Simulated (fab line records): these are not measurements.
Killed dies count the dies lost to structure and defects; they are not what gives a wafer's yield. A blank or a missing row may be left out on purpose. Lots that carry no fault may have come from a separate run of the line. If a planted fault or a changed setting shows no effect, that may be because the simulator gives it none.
What tool caused it? :: flow gf180mcu :: 7 lots, 21 wafers sampled, at 1 step of a route of 602

WHAT THE GAUGES SHOWED, per wafer
GF_SAB_CD_MEAS_09: target cd 420 nm.
lot: L316
measured: day 16 02:06
on: cd-sem-01
cd-nm (nm): 419.5 419.4 423.2

lot: L321
measured: day 17 16:53
on: cd-sem-02
cd-nm (nm): 420.0 418.7 417.0

lot: L323
measured: day 18 07:44
on: cd-sem-02
cd-nm (nm): 419.6 417.9 418.6

lot: L327
measured: day 20 00:41
on: cd-sem-01
cd-nm (nm): 419.4 419.9 420.3

lot: L331
measured: day 21 07:49
on: cd-sem-01
cd-nm (nm): 421.5 425.5 421.6

lot: L334
measured: day 22 05:11
on: cd-sem-02
cd-nm (nm): 421.8 420.2 422.7

lot: L337
measured: day 23 03:44
on: cd-sem-01
cd-nm (nm): 418.2 418.2 417.7

WHAT TOOL EACH LOT RAN ON (gives the tool, then ch and the chambers of the sampled wafers, and finally the start)
There is no process step in the record ahead of these readings.

THE ANSWER, worked out from the rows above alone
Rule: the usual values come from the lots themselves. The widest of any qualifying gaps counts: lots, ordered by their means at a reading, are off when they make up no more than a third of the lots, leave a main group of 4 or more, and stand apart from it by 3 or more times the standard deviation of that group's means. If all means in a main group match to the digits the tables above print for the reading, that group is not used. A lot without any number at a reading at which 4 lots or more have one is off too. Any other lot the step has rows for is counted as sound.
Nothing can be told from this: no lot is off at any reading shown.

WHAT THE SIMULATOR HAD INSERTED
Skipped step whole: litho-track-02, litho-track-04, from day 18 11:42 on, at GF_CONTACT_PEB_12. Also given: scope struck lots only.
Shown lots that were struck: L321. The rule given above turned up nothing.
